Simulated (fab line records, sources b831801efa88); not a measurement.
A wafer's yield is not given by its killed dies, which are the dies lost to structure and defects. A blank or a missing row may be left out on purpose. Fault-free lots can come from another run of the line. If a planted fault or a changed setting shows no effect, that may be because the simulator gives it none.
Comparing a struck lot with a sound one / flow sfq line / 42 out of 325 route steps
Sound: the wafers L370.3, L370.4, L370.5. Struck: wafer L388.3 (left out: L388.5, L388.6 of the same lot, which were not struck); the cause appears at the end.
For every step that has rows: the tool of each side, followed by ch and its chambers, followed by its first start. Under that, the readings that differ: sound wafers / struck wafers / difference of the means / sigmas: that difference in standard deviations of wafers without a fault.
alike: readings with means less than 2 such deviations apart, plus words and numbers identical on both sides. not compared: withheld readings, readings lacking a value on some wafer, bounds such as >300 that could conceal the same value, and numbers that have no deviation in the record and whose values overlap.
A row with sigmas, a row that says differs or no value, or rows on one side alone: a step with any of these is where the two part. When numbers do not overlap yet have no deviation, they are printed without sigmas and do not part them. Lack of a reading on every wafer of one side parts them only where that side has two or more wafers.

first, 6 steps without rows for these wafers: SFQ_TRILAYER_I3_VIA_LITHO_COAT_090 (resist thk 62 nm); SFQ_TRILAYER_I3_VIA_LITHO_COAT_085 (resist thk 650 nm); SFQ_TRILAYER_I3_VIA_LITHO_SOFTBAKE_089; SFQ_TRILAYER_I3_VIA_LITHO_EXPOSE_086 (exposes mask I3, target cd 500 nm); SFQ_TRILAYER_I3_VIA_LITHO_PEB_088 (peb time 60 s); SFQ_TRILAYER_I3_VIA_LITHO_DEVELOP_087 (time 60 s).
SFQ_I3_OVL_MEAS_923:
  sound: overlay-01 at day 32 09:55; struck: overlay-01 at day 39 10:35
  alike: I3_OVL
then, 1 step without rows for these wafers: SFQ_TRILAYER_I3_VIA_BARC_OPEN_VIA_ETCH_121 (etches BARC in O2, target depth 125 nm, time 41.7 s).
SFQ_TRILAYER_I3_VIA_ETCH_VIA_ETCH_088: etches SiO2 in CHF3, stops on Nb, target depth 260 nm.
  sound on rie diel-01 ch 0,1, day 32 09:59; struck on rie diel-02 ch 2, day 39 10:39
  alike: drypump motor current A, oes product au
SFQ_TRILAYER_I3_VIA_STRIP_STRIP_089: strips in O2.
  sound on rie metal-03 ch 0,1, day 32 10:18; struck on rie metal-01 ch 0, day 39 10:58
  alike: drypump motor current A, oes product au
  not compared: rf hours counter h
then, 2 steps without rows for these wafers: SFQ_TRILAYER_I3_VIA_STRIP_SOLV_CLEAN_090 (cleans in NMP, time 600 s); SFQ_TRILAYER_M4_DEP_PRE_CLEAN_092 (time 22.5 s).
SFQ_TRILAYER_M4_DEP_SPUTTER_091: material Nb, target thk 200 nm, time 133.3 s.
  sound: pvd sputter-05 at day 32 10:55; struck: pvd sputter-06 at day 39 11:34
reading=throttle valve pct (%); sound=30.6 29.9 30.5; struck=28.5; difference=-1.8; sigmas=-3
reading=model.Nb_of_TRILAYER_M4_DEP_SPUTTER_091.thk nm (nm); sound=203.3 202.5 203.7; struck=295; difference=+92; sigmas=
  alike: base pressure pa, cathode dc power W, chamber pressure pa
SFQ_M4_RS_MEAS_924: measures by four-point-probe.
  sound: film metro-02 at day 32 11:02; struck: film metro-03 at day 39 11:42
reading=M4_NB_RS (ohm/sq); sound=0.877 0.881 0.875; struck=0.603; difference=-0.275; sigmas=-27
then, 6 steps without rows for these wafers: SFQ_TRILAYER_M4_LITHO_COAT_098 (resist thk 62 nm); SFQ_TRILAYER_M4_LITHO_COAT_093 (resist thk 600 nm); SFQ_TRILAYER_M4_LITHO_SOFTBAKE_097; SFQ_TRILAYER_M4_LITHO_EXPOSE_094 (exposes mask M4, target cd 500 nm); SFQ_TRILAYER_M4_LITHO_PEB_096 (peb time 60 s); SFQ_TRILAYER_M4_LITHO_DEVELOP_095 (time 60 s).
-- the record jumps here: 2 days lie between the struck wafers' starts before and after --
SFQ_M4_OVL_MEAS_926:
  sound: overlay-01 at day 35 08:04; struck: overlay-01 at day 41 14:37
  alike: M4_OVL
SFQ_TRILAYER_M4_BARC_OPEN_METAL_ETCH_123: etches BARC in O2, target depth 125 nm, time 41.7 s.
  sound on rie metal-01 ch 0,1, day 35 08:07; struck on rie metal-01 ch 1, day 41 14:40
reading=oes product au (a.u.); sound=0.683 0.680 0.680; struck=0.692; difference=+0.011; sigmas=+2
  alike: drypump motor current A
  not compared: rf hours counter h
SFQ_TRILAYER_M4_ETCH_METAL_ETCH_096: etches Nb in Cl2/Ar, stops on SiO2, target depth 240 nm, time 120 s.
  sound on rie metal-01 ch 0,1, day 35 08:12; struck on rie metal-01 ch 1, day 41 14:44
reading=oes product au (a.u.); sound=0.906 0.908 0.905; struck=0.997; difference=+0.091; sigmas=+12
  alike: drypump motor current A
  not compared: rf hours counter h
then, 4 steps without rows for these wafers: SFQ_TRILAYER_M4_STRIP_STRIP_097 (strips in O2); SFQ_TRILAYER_M4_STRIP_SOLV_CLEAN_098 (cleans in NMP, time 600 s); SFQ_TRILAYER_I4_DEP_PECVD_099 (deposits SiO2 from SiH4/N2O, time 111.11 s, target thk 500 nm); SFQ_TRILAYER_I4_CMP_CMP_100 (polishes SiO2).
-- the record jumps here: 2 days lie between the struck wafers' starts before and after --
SFQ_I4_BOW_MEAS_927:
  sound: film metro-01 at day 36 16:32; struck: film metro-03 at day 44 02:30
  alike: I4_BOW
SFQ_TRILAYER_I4_METRO_MEASURE_101:
  sound: film metro-01 at day 36 17:01; struck: film metro-03 at day 44 02:59
  alike: thk nm
then, 6 steps without rows for these wafers: SFQ_TRILAYER_I4_VIA_LITHO_COAT_108 (resist thk 62 nm); SFQ_TRILAYER_I4_VIA_LITHO_COAT_103 (resist thk 650 nm); SFQ_TRILAYER_I4_VIA_LITHO_SOFTBAKE_107; SFQ_TRILAYER_I4_VIA_LITHO_EXPOSE_104 (exposes mask I4, target cd 700 nm); SFQ_TRILAYER_I4_VIA_LITHO_PEB_106 (peb time 60 s); SFQ_TRILAYER_I4_VIA_LITHO_DEVELOP_105 (time 60 s).
-- the record jumps here: 3 days lie between the struck wafers' starts before and after --
SFQ_I4_OVL_MEAS_928:
  sound: overlay-02 at day 40 01:44; struck: overlay-01 at day 47 05:59
  alike: I4_OVL
SFQ_TRILAYER_I4_VIA_BARC_OPEN_VIA_ETCH_146: etches BARC in O2, target depth 125 nm, time 41.7 s.
  sound on rie diel-03 ch 0,3, day 40 01:46; struck on rie diel-04 ch 0, day 47 06:00
  alike: drypump motor current A, oes product au
  not compared: rf hours counter h
then, 4 steps without rows for these wafers: SFQ_TRILAYER_I4_VIA_ETCH_VIA_ETCH_106 (etches SiO2 in CHF3, stops on Nb, target depth 260 nm); SFQ_TRILAYER_I4_VIA_STRIP_STRIP_107 (strips in O2); SFQ_TRILAYER_I4_VIA_STRIP_SOLV_CLEAN_108 (cleans in NMP, time 600 s); SFQ_TRILAYER_JJ_TRILAYER_DEP_PRE_CLEAN_113 (time 22.5 s).
-- the record jumps here: 31 days lie between the struck wafers' starts before and after --
SFQ_M8_BOW_MEAS_951:
  sound: film metro-03 at day 68 03:21; struck: film metro-04 at day 78 07:18
reading=model.etest.m4.comb log10 ohm; sound=12 12 12; struck=0; difference=-12; sigmas=
reading=model.etest.m4.ohm sq; sound=0.8764 0.8802 0.8749; struck=0.6041; difference=-0.2731; sigmas=
  alike: M8_BOW

WHERE THEY PART
First at SFQ_TRILAYER_M4_DEP_SPUTTER_091; last, within this record, at SFQ_TRILAYER_M4_ETCH_METAL_ETCH_096. Later steps at which nothing parts them and some readings are alike: SFQ_I4_BOW_MEAS_927, SFQ_TRILAYER_I4_METRO_MEASURE_101, SFQ_I4_OVL_MEAS_928, SFQ_TRILAYER_I4_VIA_BARC_OPEN_VIA_ETCH_146, SFQ_M8_BOW_MEAS_951.

WHY: what the simulator had put in
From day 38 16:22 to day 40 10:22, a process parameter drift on pvd sputter-06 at SFQ_TRILAYER_M4_DEP_SPUTTER_091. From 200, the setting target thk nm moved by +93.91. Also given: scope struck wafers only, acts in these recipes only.
